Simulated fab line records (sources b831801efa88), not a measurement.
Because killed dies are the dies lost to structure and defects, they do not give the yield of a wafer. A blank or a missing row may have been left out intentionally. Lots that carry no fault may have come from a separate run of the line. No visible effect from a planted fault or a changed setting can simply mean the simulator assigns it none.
Matching of chambers | flow sfq-line | cmp-01 running SFQ_TRILAYER_I2_CMP_CMP_064: 4 sister chambers
The step polishes SiO2. 8 wafers are shown with their chamber, then 7 later ones without.

WAFERS, EACH WITH ITS CHAMBER
wafer  | chamber | motor-current-A (A) | time-to-endpoint-s (s)
L503.6 | 1       | 10.1                | 220
L507.4 | 3       | 9.4                 | 205
L507.3 | 2       | 10.2                | 204
L510.2 | 2       | 10.5                | 209
L510.5 | 3       | 9.5                 | 204
L510.6 | 0       | 11.1                | 226
L512.4 | 1       | 10.2                | 236
L512.2 | 0       | 10.9                | 241

WAFERS WITHOUT THEIR CHAMBER
wafer  | motor-current-A (A) | time-to-endpoint-s (s)
L512.3 | 8.6                 | 237
L513.2 | 9.3                 | 225
L513.5 | 10.4                | 237
L513.6 | 9.3                 | 232
L523.3 | 10.0                | 208
L523.1 | 9.3                 | 205
L523.2 | 11.4                | 221

EACH ONE'S CHAMBER
wafer  | from the rows above          | in truth
L512.3 | 3                            | 3
L513.2 | 3                            | 3
L513.5 | can't be placed: 1 or 2      | 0
L513.6 | 3                            | 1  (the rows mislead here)
L523.3 | can't be placed: 2 or 1 or 3 | 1
L523.1 | 3                            | 3
L523.2 | 0                            | 0
Correctly placed: 4 of 7. From these rows, 2 cannot be placed; in 1 the true chamber is one of the candidates. Placed wrongly: 1.
How it was worked out, from the rows above alone: a wafer's distance from a chamber is the root of the sum, over the readings, of the square of ((its reading less the chamber's mean) divided by the reading's scatter). If the next closest chamber is less than 2 further off than the closest, the wafer can't be placed; otherwise it belongs to the closest. A chamber's mean is the mean of its shown wafers. How the scatter is found: for the shown wafers, subtract from each reading the mean of its chamber, square and add these, divide the total by (wafers less chambers), then take the root.
